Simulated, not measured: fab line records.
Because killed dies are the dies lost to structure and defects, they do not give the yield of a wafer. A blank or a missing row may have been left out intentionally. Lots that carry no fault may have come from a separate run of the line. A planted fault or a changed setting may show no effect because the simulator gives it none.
fab line records | flow sky130
record: lots: 6 | wafers: 18 | last_day: 50
route steps=708 shown SONOS_ONO@172 PAD_OPEN@708
lots that met no fault: from a run of the same line without faults
start_h: hours from the record's opening day to when the first of the lot's shown wafers began | wait_h: hours from the lot's prior step to this one | " same as the row above | L1.1+2: a row that stands for several wafers | - no value, or no start was given | * or withheld: withheld | < > ~ a bound
route shown NAME@n: NAME is a module with steps in the file, n the number in the route of the first one | usual: mean/standard deviation taken from wafers without a fault | same: alike in all rows | chamber/n: place in a boat | sites: each site's reading | _std_site: their standard deviation | _edge_site: the outer-site mean with the inner-site mean subtracted | radius_mm: for every site, how far away it sits from the centre of the wafer | mask NAME#n: copy n | behind: tool/chamber where the wafer was last shaped | hold: why the lot was held/for how many hours/how that ended | device: the n, p or np transistor that did not switch | end of line: the route-end tests of the same wafers | a step without rows: its recipe alone | killed: at the first sort, the dies lost to defects and structure; wafer yield is something else | map: dies across one wafer; x = killed, . = not, _ = none there
set.NAME: the setting that was run; set.NAME@STEP: the one run at that earlier step | model.NAME: the simulator's own value behind a step, which no gauge read
lots at selected steps of the route; one table per step, one row per wafer
services: from which hour (start_h, from the record's first day; less than 0 if before it) a tool's chamber was out of use, for how many hours, and why
== steps ==
step: SKY_SONOS_ONO_CVD_04
recipe: material: SiO2 | precursor: SiH4/N2O | target_thk_nm: 5.7199 | temp_c: 900 | pressure_mtorr: 400
step: SKY_SONOS_ONO_THK_MEAS_05
recipe: reads: SiO2_of_SONOS_ONO_CVD_04
usual: SONOS_ONO_CVD_04_THK: 5.75/0.1
lot.wafer | tool          | chamber | start_h | wait_h | SONOS_ONO_CVD_04_THK[nm]
L162.1    | film_metro-01 | -       | 294.33  | 0.0    | 5.66
L162.3    | "             | -       | "       | "      | 5.66
L162.6    | "             | -       | "       | "      | 5.64
L173.2    | film_metro-04 | -       | 376.21  | 0.0    | 5.80
L173.4    | "             | -       | "       | "      | 5.76
L173.6    | "             | -       | "       | "      | 5.74
L174.1    | film_metro-02 | -       | 389.70  | 0.0    | 5.61
L174.4    | "             | -       | "       | "      | 5.81
L174.6    | "             | -       | "       | "      | 5.64
L176.4    | film_metro-01 | -       | 396.08  | 0.0    | 5.70
L176.5    | "             | -       | "       | "      | 5.63
L176.6    | "             | -       | "       | "      | 5.72
L179.2    | film_metro-04 | -       | 428.23  | 0.0    | 5.76
L179.3    | "             | -       | "       | "      | 5.74
L179.4    | "             | -       | "       | "      | 5.69
L180.1    | film_metro-04 | -       | 433.79  | 0.0    | 5.90
L180.3    | "             | -       | "       | "      | 5.81
L180.5    | "             | -       | "       | "      | 5.82
step: SKY_SONOS_ONO_DEHYDRATE_06
recipe: temp_c: 200 | time_s: 60
step: SKY_SONOS_ONO_HMDS_07
recipe: prime_time_s: 60 | prime_temp_c: 120
step: SKY_SONOS_ONO_COAT_08
recipe: resist: NOVOLAK | spin_rpm: 3000 | resist_thk_nm: 1140
step: SKY_SONOS_ONO_SOFTBAKE_09
recipe: temp_c: 90 | time_s: 60 | resist: NOVOLAK
step: SKY_SONOS_ONO_EXPOSE_10
recipe: mask_id: ONOM | target_cd_nm: 410 | na: 0.6 | source_shape: conventional | sigma_outer: 0.6 | dose_mj: 150
step: SKY_SONOS_ONO_PEB_11
recipe: temp_c: withheld | time_s: * | resist: NOVOLAK
step: SKY_SONOS_ONO_DEVELOP_12
recipe: develop_time_s: 60 | dev_temp_c: 23
step: SKY_SONOS_ONO_CD_MEAS_13
recipe: target_cd_nm: 410
usual: cd_nm: 409.3/2.2
lot.wafer | tool      | chamber | start_h | wait_h | cd_nm
L162.1    | cd_sem-02 | -       | 319.48  | 0.1    | 412.7
L162.3    | "         | -       | "       | "      | 413.8
L162.6    | "         | -       | "       | "      | 412.6
L173.2    | cd_sem-02 | -       | 404.90  | 0.1    | 412.7
L173.4    | "         | -       | "       | "      | 412.8
L173.6    | "         | -       | "       | "      | 412.6
L174.1    | cd_sem-02 | -       | 418.73  | 0.1    | 407.6
L174.4    | "         | -       | "       | "      | 405.9
L174.6    | "         | -       | "       | "      | 407.3
L176.4    | cd_sem-02 | -       | 426.05  | 0.1    | 407.7
L176.5    | "         | -       | "       | "      | 407.0
L176.6    | "         | -       | "       | "      | 404.4
L179.2    | cd_sem-02 | -       | 459.10  | 0.1    | 409.9
L179.3    | "         | -       | "       | "      | 408.5
L179.4    | "         | -       | "       | "      | 409.5
L180.1    | cd_sem-02 | -       | 464.39  | 0.1    | 407.4
L180.3    | "         | -       | "       | "      | 409.7
L180.5    | "         | -       | "       | "      | 409.9
step: SKY_SONOS_ONO_OVL_MEAS_14
usual: SONOS_ONO_OVL: -0.6/1.2
lot.wafer | tool       | chamber | start_h | wait_h | SONOS_ONO_OVL[nm]
L162.1    | overlay-02 | -       | 319.60  | 0.1    | -2.3
L162.3    | "          | -       | "       | "      | -1.0
L162.6    | "          | -       | "       | "      | -1.7
L173.2    | overlay-02 | -       | 405.00  | 0.1    | 0.1
L173.4    | "          | -       | "       | "      | 0.3
L173.6    | "          | -       | "       | "      | -1.9
L174.1    | overlay-02 | -       | 418.85  | 0.1    | -1.5
L174.4    | "          | -       | "       | "      | 1.0
L174.6    | "          | -       | "       | "      | 0.6
L176.4    | overlay-01 | -       | 426.13  | 0.1    | 0.9
L176.5    | "          | -       | "       | "      | -0.4
L176.6    | "          | -       | "       | "      | 1.6
L179.2    | overlay-02 | -       | 459.20  | 0.1    | 1.4
L179.3    | "          | -       | "       | "      | 1.0
L179.4    | "          | -       | "       | "      | -1.1
L180.1    | overlay-02 | -       | 464.51  | 0.1    | -1.2
L180.3    | "          | -       | "       | "      | -0.5
L180.5    | "          | -       | "       | "      | -0.3
step: SKY_SONOS_ONO_ETCH_15
recipe: target_depth_nm: 19.52 | chemistry: CHF3/O2 | source_w: 600 | bias_w: 200 | pressure_mtorr: 40 | chf3_flow_sccm: 50 | O2_flow_sccm: 5 | time_s: 7.8
usual: chamber_pressure_mTorr: 40.01/0.033 | drypump_motor_current_A: 5.9/0.48 | oes_product_au: 1.006/0.0098 | throttle_valve_pct: 8.825/0.0099
lot.wafer | tool        | chamber | start_h | wait_h | chamber_pressure_mTorr | drypump_motor_current_A | oes_product_au | rf_hours_counter_h | throttle_valve_pct
L162.1    | rie_diel-01 | 3       | 319.63  | 0.0    | 40.02                  | 5.1                     | 0.996          | 6                  | 8.842
L162.3    | "           | 1       | "       | "      | 40.03                  | 6.0                     | 0.998          | 20                 | 8.822
L162.6    | "           | 0       | "       | "      | 40.04                  | 6.7                     | 1.002          | -                  | 8.821
L173.2    | rie_diel-04 | 0       | 405.03  | 0.0    | 40.02                  | 5.8                     | 0.999          | 1                  | 8.846
L173.4    | "           | 2       | "       | "      | 40.01                  | 6.2                     | 0.998          | 34                 | 8.817
L173.6    | "           | 2       | "       | "      | 39.97                  | 6.2                     | 1.004          | -                  | 8.834
L174.1    | rie_diel-03 | 1       | 418.88  | 0.0    | 40.05                  | 5.7                     | 0.993          | 1                  | 8.826
L174.4    | "           | 3       | "       | "      | 40.01                  | 6.2                     | 1.021          | 2                  | 8.846
L174.6    | "           | 1       | "       | "      | 40.01                  | 5.7                     | 0.991          | -                  | 8.825
L176.4    | rie_diel-04 | 1       | 426.15  | 0.0    | 40.05                  | 5.2                     | 1.013          | 102                | 8.842
L176.5    | "           | 3       | "       | "      | 40.08                  | 6.0                     | 1.029          | -                  | 8.833
L176.6    | "           | 0       | "       | "      | 40.03                  | 5.8                     | 1.008          | -                  | 8.831
L179.2    | rie_diel-03 | 0       | 459.23  | 0.0    | 39.98                  | 5.3                     | 1.002          | 11                 | 8.814
L179.3    | "           | 2       | "       | "      | 39.99                  | 6.2                     | 1.010          | 1                  | 8.831
L179.4    | "           | 1       | "       | "      | 39.94                  | 5.7                     | 0.993          | 2                  | 8.826
L180.1    | rie_diel-03 | 1       | 464.55  | 0.0    | 40.01                  | 5.7                     | 0.996          | 2                  | 8.817
L180.3    | "           | 2       | "       | "      | 39.96                  | 6.2                     | 1.018          | 1                  | 8.827
L180.5    | "           | 2       | "       | "      | 39.98                  | 6.2                     | 1.026          | -                  | 8.834
step: SKY_SONOS_ONO_WET_ETCH_16
recipe: chemistry: dHF | target_depth_nm: 14 | dry: n2_spin | target: SiO2 | dilution: 100:1 | temp_c: 25 | time_s: 280
usual: run_length_s: 308/3.3
lot.wafer | tool         | chamber | start_h | wait_h | run_length_s
L162.1    | wet_bench-02 | 3       | 319.66  | 0.0    | 305
L162.3    | "            | 3       | "       | "      | 305
L162.6    | "            | 3       | "       | "      | 305
L173.2    | wet_bench-03 | 3       | 405.05  | 0.0    | 306
L173.4    | "            | 3       | "       | "      | 306
L173.6    | "            | 3       | "       | "      | 306
L174.1    | wet_bench-03 | 1       | 418.90  | 0.0    | 277
L174.4    | "            | 1       | "       | "      | 277
L174.6    | "            | 1       | "       | "      | 277
L176.4    | wet_bench-03 | 1       | 426.17  | 0.0    | 277
L176.5    | "            | 1       | "       | "      | 277
L176.6    | "            | 1       | "       | "      | 277
L179.2    | wet_bench-02 | 0       | 459.25  | 0.0    | 312
L179.3    | "            | 0       | "       | "      | 312
L179.4    | "            | 0       | "       | "      | 312
L180.1    | wet_bench-04 | 1       | 464.57  | 0.0    | 305
L180.3    | "            | 1       | "       | "      | 305
L180.5    | "            | 1       | "       | "      | 305
step: SKY_SONOS_ONO_STRIP_17
recipe: chemistry: O2/N2 | power_w: 1400 | pressure_mtorr: 1500 | platen_temp_c: withheld | o2_flow_sccm: 3000 | n2_flow_sccm: 300 | overash_fraction: 0.5
usual: chamber_pressure_mTorr: 1500.0/1.4 | drypump_motor_current_A: 5.4/0.44 | o2_flow_sccm: 3002/9.5 | oes_product_au: 0.710/0.0044 | strip_time_to_endpoint_s: 14.10/0.038
lot.wafer | tool            | chamber | start_h | wait_h | chamber_pressure_mTorr | drypump_motor_current_A | o2_flow_sccm | oes_product_au | rf_hours_counter_h | strip_time_to_endpoint_s
L162.1    | plasma_asher-03 | 1       | 319.74  | 0.0    | 1499.5                 | 6.2                     | 3008         | 0.716          | 52                 | 14.10
L162.3    | "               | 0       | "       | "      | 1499.2                 | 5.2                     | 2982         | 0.709          | -                  | 14.13
L162.6    | "               | 0       | "       | "      | 1500.0                 | 5.3                     | 2981         | 0.706          | -                  | 14.13
L173.2    | plasma_asher-04 | 0       | 405.14  | 0.0    | 1500.2                 | 5.5                     | 3008         | 0.721          | 29                 | 14.10
L173.4    | "               | 1       | "       | "      | 1497.7                 | 4.9                     | 2988         | 0.708          | -                  | 14.07
L173.6    | "               | 1       | "       | "      | 1500.6                 | 4.9                     | 3004         | 0.708          | -                  | 14.10
L174.1    | plasma_asher-03 | 0       | 418.99  | 0.0    | 1500.1                 | 5.3                     | 3002         | 0.720          | 62                 | 14.02
L174.4    | "               | 0       | "       | "      | 1500.8                 | 5.3                     | 3006         | 0.713          | -                  | 13.95
L174.6    | "               | 0       | "       | "      | 1500.9                 | 5.3                     | 3004         | 0.710          | -                  | 13.98
L176.4    | plasma_asher-04 | 1       | 426.29  | 0.0    | 1500.4                 | 4.9                     | 3013         | 0.715          | -                  | 14.10
L176.5    | "               | 1       | "       | "      | 1498.8                 | 4.9                     | 2997         | 0.711          | -                  | 14.12
L176.6    | "               | 0       | "       | "      | 1497.2                 | 5.5                     | 3013         | 0.711          | -                  | 14.11
L179.2    | plasma_asher-03 | 1       | 459.35  | 0.0    | 1498.6                 | 6.2                     | 2991         | 0.703          | 66                 | 14.02
L179.3    | "               | 0       | "       | "      | 1501.3                 | 5.3                     | 3001         | 0.703          | -                  | 14.05
L179.4    | "               | 1       | "       | "      | 1501.7                 | 6.2                     | 2985         | 0.709          | -                  | 14.00
L180.1    | plasma_asher-04 | 1       | 464.66  | 0.0    | 1498.5                 | 4.9                     | 2998         | 0.701          | 35                 | 14.07
L180.3    | "               | 1       | "       | "      | 1501.5                 | 4.9                     | 2990         | 0.707          | -                  | 14.06
L180.5    | "               | 0       | "       | "      | 1499.0                 | 5.5                     | 2994         | 0.719          | -                  | 14.09
step: SKY_PAD_OPEN_PROBE_99
usual: killed_at_M0_to_M3: 44/7.3 | killed_at_M4_up: 3.4/1.8 | killed_at_contacts: 24/5.8 | killed_at_front_end: 15/4.9 | killed_at_other: 0.4/0.63 | killed_dies: 86/11 | killed_open: 47/8 | killed_short: 39/6.5
same: gross_dies: 492 | killed_at_back_side: 0
lot.wafer | tool      | chamber | start_h | wait_h | killed_at_M0_to_M3 | killed_at_M4_up | killed_at_contacts | killed_at_front_end | killed_at_other | killed_dies | killed_open | killed_short
L162.1    | prober-01 | -       | 1108.95 | 0.1    | 59                 | 2               | 24                 | 12                  | 1               | 98          | 52          | 46
L162.3    | prober-01 | -       | 1109.05 | 0.2    | 47                 | 3               | 29                 | 9                   | 0               | 88          | 43          | 45
L162.6    | prober-01 | -       | 1109.20 | 0.2    | 53                 | 6               | 29                 | 12                  | 0               | 100         | 58          | 42
L173.2    | prober-02 | -       | 1164.46 | 0.1    | 54                 | 3               | 25                 | 14                  | 1               | 97          | 52          | 45
L173.4    | prober-02 | -       | 1164.56 | 0.2    | 39                 | 0               | 31                 | 23                  | 0               | 93          | 49          | 44
L173.6    | prober-02 | -       | 1164.66 | 0.2    | 46                 | 5               | 23                 | 11                  | 0               | 85          | 52          | 33
L174.1    | prober-02 | -       | 1172.98 | 0.1    | 53                 | 2               | 29                 | 22                  | 0               | 106         | 61          | 45
L174.4    | prober-02 | -       | 1173.13 | 0.2    | 48                 | 2               | 21                 | 19                  | 3               | 93          | 53          | 40
L174.6    | prober-02 | -       | 1173.23 | 0.2    | 47                 | 3               | 28                 | 22                  | 0               | 100         | 64          | 36
L179.2    | prober-02 | -       | 1191.45 | 0.1    | 47                 | 4               | 30                 | 23                  | 0               | 104         | 57          | 47
L179.3    | prober-02 | -       | 1191.50 | 0.2    | 63                 | 3               | 26                 | 14                  | 0               | 106         | 61          | 45
L179.4    | prober-02 | -       | 1191.55 | 0.2    | 49                 | 4               | 21                 | 23                  | 0               | 97          | 52          | 45
L180.1    | prober-01 | -       | 1197.44 | 0.1    | 51                 | 6               | 26                 | 12                  | 0               | 95          | 53          | 40
L180.3    | prober-01 | -       | 1197.54 | 0.2    | 46                 | 7               | 18                 | 11                  | 2               | 84          | 39          | 45
L180.5    | prober-01 | -       | 1197.64 | 0.2    | 34                 | 5               | 26                 | 7                   | 1               | 73          | 41          | 29
killed by level:class
L162.1 VIA1:geometric_particle:open=13 CONTACT:geometric_particle:open=11 METAL1:geometric_particle:short=9 VIA1:geometric_particle:short=9 VIA3:geometric_particle:open=8 METAL2:geometric_particle:short=7 LI_CONTACT:geometric_particle:open=5 LOCAL_INTERCONNECT:geometric_particle:short=5
L162.3 VIA1:geometric_particle:open=10 CONTACT:geometric_particle:open=10 LOCAL_INTERCONNECT:geometric_particle:short=9 VIA3:geometric_particle:open=7 VIA1:geometric_particle:short=6 VIA2:geometric_particle:open=6 LI_CONTACT:geometric_particle:short=5 METAL1:geometric_particle:short=5
L162.6 VIA1:geometric_particle:open=12 CONTACT:geometric_particle:open=9 VIA2:geometric_particle:open=9 VIA3:geometric_particle:open=8 METAL2:geometric_particle:short=7 LI_CONTACT:geometric_particle:open=7 CONTACT:geometric_particle:short=6 LI_CONTACT:geometric_particle:short=4
L173.2 VIA1:geometric_particle:open=17 CONTACT:geometric_particle:open=10 VIA2:geometric_particle:open=8 VIA1:geometric_particle:short=8 LI_CONTACT:geometric_particle:open=7 METAL1:geometric_particle:short=6 LOCAL_INTERCONNECT:geometric_particle:short=5 POLY_GATE:geometric_particle:open=4
L173.4 LI_CONTACT:geometric_particle:open=10 VIA1:geometric_particle:open=9 FIELD_ISO:geometric_particle:short=6 POLY_GATE:geometric_particle:short=6 LI_CONTACT:geometric_particle:short=6 CONTACT:geometric_particle:open=6 FIELD_ISO:geometric_particle:open=5 METAL1:geometric_particle:short=5
L173.6 VIA1:geometric_particle:open=12 VIA2:geometric_particle:open=10 LI_CONTACT:geometric_particle:open=8 VIA3:geometric_particle:open=7 POLY_GATE:geometric_particle:open=6 METAL2:geometric_particle:short=6 CONTACT:geometric_particle:short=5 CONTACT:geometric_particle:open=5
L174.1 CONTACT:geometric_particle:open=12 VIA3:geometric_particle:open=12 VIA1:geometric_particle:open=8 FIELD_ISO:geometric_particle:open=7 LI_CONTACT:geometric_particle:open=7 POLY_GATE:geometric_particle:short=6 CONTACT:geometric_particle:short=6 METAL2:geometric_particle:short=6
L174.4 VIA1:geometric_particle:open=11 VIA2:geometric_particle:open=10 CONTACT:geometric_particle:open=8 FIELD_ISO:geometric_particle:open=6 FIELD_ISO:geometric_particle:short=5 LI_CONTACT:geometric_particle:open=5 VIA2:geometric_particle:short=5 CONTACT:geometric_particle:short=5
L174.6 VIA1:geometric_particle:open=15 CONTACT:geometric_particle:open=11 LI_CONTACT:geometric_particle:open=11 VIA1:geometric_particle:short=8 POLY_GATE:geometric_particle:open=6 POLY_GATE:geometric_particle:short=6 VIA2:geometric_particle:open=6 VIA3:geometric_particle:open=6
L179.2 VIA1:geometric_particle:open=12 CONTACT:geometric_particle:open=11 FIELD_ISO:geometric_particle:short=10 LI_CONTACT:geometric_particle:open=9 METAL2:geometric_particle:short=7 METAL1:geometric_particle:short=6 VIA2:geometric_particle:open=5 VIA3:geometric_particle:open=5
L179.3 VIA1:geometric_particle:open=15 CONTACT:geometric_particle:open=9 METAL2:geometric_particle:short=9 VIA2:geometric_particle:open=9 VIA3:geometric_particle:open=8 LI_CONTACT:geometric_particle:open=6 POLY_GATE:geometric_particle:open=5 CONTACT:geometric_particle:short=5
L179.4 VIA1:geometric_particle:open=12 CONTACT:geometric_particle:open=10 VIA2:geometric_particle:open=8 FIELD_ISO:geometric_particle:short=6 METAL2:geometric_particle:short=6 POLY_GATE:geometric_particle:short=5 METAL3:geometric_particle:short=5 FIELD_ISO:geometric_particle:open=4
L180.1 CONTACT:geometric_particle:open=13 VIA2:geometric_particle:open=10 METAL2:geometric_particle:short=8 VIA1:geometric_particle:open=7 VIA3:geometric_particle:open=7 METAL3:geometric_particle:short=6 LI_CONTACT:geometric_particle:open=4 LOCAL_INTERCONNECT:geometric_particle:short=4
L180.3 VIA1:geometric_particle:open=16 CONTACT:geometric_particle:open=7 METAL2:geometric_particle:short=7 METAL3:geometric_particle:short=6 VIA1:geometric_particle:short=6 METAL4:geometric_particle:short=6 LOCAL_INTERCONNECT:geometric_particle:short=4 VIA2:geometric_particle:open=4
L180.5 CONTACT:geometric_particle:open=10 LI_CONTACT:geometric_particle:open=9 METAL1:geometric_particle:short=6 VIA1:geometric_particle:short=6 VIA1:geometric_particle:open=6 VIA2:geometric_particle:open=5 LOCAL_INTERCONNECT:geometric_particle:short=4 VIA3:geometric_particle:open=4
== services ==
tool            | chamber | start_h | hours | kind
rie_diel-04     | 3       | 296.80  | 2.3   | repair
wet_bench-04    | -       | 314.69  | 1.2   | repair
rie_diel-04     | 2       | 317.20  | 3.0   | repair
plasma_asher-04 | -       | 318.06  | 2.7   | repair
rie_diel-04     | 0       | 320.23  | -     | clean
rie_diel-04     | 0       | 320.23  | 19.6  | scheduled_down
rie_diel-04     | 0       | 320.23  | 19.6  | vent_cycle
rie_diel-03     | 1       | 327.78  | -     | clean
rie_diel-03     | 1       | 327.78  | 28.6  | scheduled_down
rie_diel-03     | 1       | 327.78  | 28.6  | vent_cycle
plasma_asher-03 | -       | 328.90  | 1.2   | repair
rie_diel-01     | 2       | 331.54  | 1.7   | repair
rie_diel-03     | 2       | 363.23  | -     | clean
rie_diel-03     | 2       | 363.23  | 28.8  | scheduled_down
rie_diel-03     | 2       | 363.23  | 28.8  | vent_cycle
rie_diel-01     | 0       | 388.06  | 1.6   | repair
rie_diel-04     | 3       | 392.81  | 2.3   | repair
rie_diel-04     | -       | 398.31  | 1.3   | repair
rie_diel-03     | -       | 425.40  | 4.3   | pm
rie_diel-04     | 2       | 435.76  | 42.0  | repair
rie_diel-01     | 0       | 450.41  | 2.8   | repair
rie_diel-03     | 0       | 462.60  | 95.5  | repair
== key ==
first_sign: step: SKY_SONOS_ONO_WET_ETCH_16 | reading: run_length_s | direction: down | sigmas: 9.3 | usual: * | struck: *
effect none on later readings
met_at SKY_SONOS_ONO_WET_ETCH_16
struck_wafers L174.1,L174.4,L174.6,L176.4,L176.5,L176.6
rows_end L176.4,L176.5,L176.6
tester_left_out L174
onset_between 405.05 418.90
fault: kind: process_parameter_drift | tool: wet_bench-03 | chamber: - | onset_h: 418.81 | steps: SKY_SONOS_ONO_WET_ETCH_16 | channel: time_s | offset: * | shape: step | end_h: 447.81 | acts_in: * | stated: *
tester_left_out: of these lots the tester's yield and bins aren't shown, on N5 and GAA mostly nor the transistor test; their killed dies are dies lost to structure and defects alone, not to doping, threshold or leakage, so they don't give the yield
rows_end: these wafers met a further fault down the route, and their rows from its step on are left out
